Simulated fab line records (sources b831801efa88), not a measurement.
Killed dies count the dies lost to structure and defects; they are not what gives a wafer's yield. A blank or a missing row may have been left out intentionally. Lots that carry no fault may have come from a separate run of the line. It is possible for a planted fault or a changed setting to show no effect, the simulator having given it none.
2 desks looking at one fault -- flow gf180mcu -- each desk holds nothing but its own numbers, with what lay behind them at the end

## TOOL OWNER'S DESK, litho-track-01
The tool's own readings at GF_NWELL_COAT_02 (resist thk 3000 nm): means of the sampled wafers that have a number, for each lot that ran on this tool. The brackets show how far a lot's mean lies from the usual mean; more than 4 standard deviations puts the lot out of limits, marked OUT.
Columns: A = chill-plate-temp-C at GF_NWELL_COAT_02, usual 23.00 C; B = exhaust-pa at GF_NWELL_COAT_02, usual 44.9 Pa
lot,first seen here,A,B
L270,day 3 18:16,22.99,44.8
L269,day 3 18:55,23.06,44.7
L273,day 4 03:01,23.03,44.1
L279,day 5 10:22,23.05,45.1
L283,day 6 11:01,23.06,45.5
This desk's verdict: no lot among the 5 shows anything out of limits.

## METROLOGY DESK
Means of the sampled wafers that have a number, per lot and without regard to the tool the lot ran on: this is what the gauges read. The brackets show how far a lot's mean lies from the usual mean; more than 4 standard deviations puts the lot out of limits, marked OUT.
Columns: A = DUAL_GATE_OXIDATION_00_THK at GF_DUAL_GATE_THK_MEAS_03, usual 10.85 nm; B = NSD_OVL at GF_NSD_OVL_MEAS_08, usual 0.1 nm; C = NSD_RS at GF_PSD_RS_MEAS_14, usual 46.12 ohm/sq
lot,first seen here,A,B,C
L268,day 8 00:56,10.62,0.5,46.08
L270,day 8 08:26,10.92,0.1,46.00
L269,day 8 11:08,10.73,-1.9,46.10
L271,day 8 14:23,10.79,0.0,46.07
L273,day 9 04:26,11.09,0.4,46.21
L275,day 9 12:57,10.90,-1.0,46.09
L279,day 10 17:16,10.68,1.9,46.02
L283,day 11 21:45,11.11,-0.8,46.16
L284,day 12 02:58,10.77,1.6,46.20
L285,day 12 15:32,10.99,-2.9,46.25
L287,day 13 02:19,10.71,1.8,46.22
L288,day 13 10:58,11.01,1.6,46.11
L291,day 13 21:29,10.64,0.0,46.11
This desk's verdict: no lot among the 13 shows anything out of limits.

## TAKEN TOGETHER
The tool owner's desk saw nothing out of limits.
Nothing out of limits was seen by the metrology desk.

## WHAT THE SIMULATOR PUT IN
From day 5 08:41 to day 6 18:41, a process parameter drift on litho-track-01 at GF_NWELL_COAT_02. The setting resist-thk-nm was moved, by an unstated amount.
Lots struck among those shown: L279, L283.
